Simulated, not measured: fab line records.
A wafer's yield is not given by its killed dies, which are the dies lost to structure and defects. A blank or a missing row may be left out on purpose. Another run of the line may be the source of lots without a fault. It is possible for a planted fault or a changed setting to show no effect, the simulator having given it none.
Matching of chambers	flow gf180mcu	GF_V1_ETCH_16 on rie diel-02 has 4 sister chambers
The step etches BARC in N2/H2. 16 wafers are shown with their chamber, then 7 later ones without.

== EACH WAFER AND ITS CHAMBER ==
wafer	chamber	bias w (W)	throttle valve pct (%)	oes product au (a.u.)
L544.2	0	100.3	13.218	0.847
L544.5	0	99.9	13.244	0.854
L544.6	3	100.1	13.220	0.849
L546.1	0	100.0	13.217	0.855
L546.5	3	100.1	13.219	0.851
L546.6	2	100.1	13.234	0.852
L550.1	2	100.6	13.213	0.856
L550.4	1	100.8	13.220	0.850
L550.6	2	100.6	13.242	0.857
L551.1	1	99.7	13.223	0.865
L551.2	0	100.3	13.233	0.855
L551.3	3	100.4	13.214	0.864
L557.2	1	100.1	13.218	0.855
L557.5	0	100.0	13.220	0.857
L560.3	3	100.2	13.237	0.849
L560.4	2	100.2	13.217	0.854

SIGNATURES (averages over the wafers above)
reading	chamber 0	chamber 1	chamber 2	chamber 3	scatter within a chamber
bias w	100.100	100.200	100.375	100.200	0.293
throttle valve pct	13.22640	13.22033	13.22650	13.22250	0.0109
oes product au	0.85360	0.85667	0.85475	0.85325	0.00538
Rule: a wafer lies at a distance from a chamber equal to the root of the sum of squares, over the readings, of (its reading less the chamber's mean, divided by the reading's scatter). If the next closest chamber is less than 2 further off than the closest, the wafer can't be placed; otherwise it belongs to the closest. The scatter is the square root of a quotient: the sum, over the shown wafers, of each reading's squared deviation from its chamber's mean, divided by wafers minus chambers.

== WAFERS WITH NO CHAMBER GIVEN ==
wafer	bias w (W)	throttle valve pct (%)	oes product au (a.u.)
L560.5	99.8	13.222	0.860
L561.2	99.6	13.228	0.856
L561.4	100.1	13.222	0.856
L561.6	100.2	13.220	0.852
L564.3	99.6	13.234	0.853
L564.5	100.5	13.215	0.866
L564.6	100.0	13.206	0.862

== EACH ONE'S CHAMBER ==
wafer	from the rows above	in truth
L560.5	can't be placed: 1 or 0 or 3 or 2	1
L561.2	can't be placed: 0 or 1 or 3 or 2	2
L561.4	can't be placed: 1 or 0 or 3 or 2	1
L561.6	can't be placed: 3 or 0 or 1 or 2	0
L564.3	can't be placed: 0 or 3 or 1 or 2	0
L564.5	can't be placed: 1 or 2 or 3 or 0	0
L564.6	can't be placed: 1 or 3 or 0 or 2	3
Correctly placed: 0 of 7. From these rows, 7 cannot be placed; in 7 the true chamber is one of the candidates. Number placed wrongly: 0.
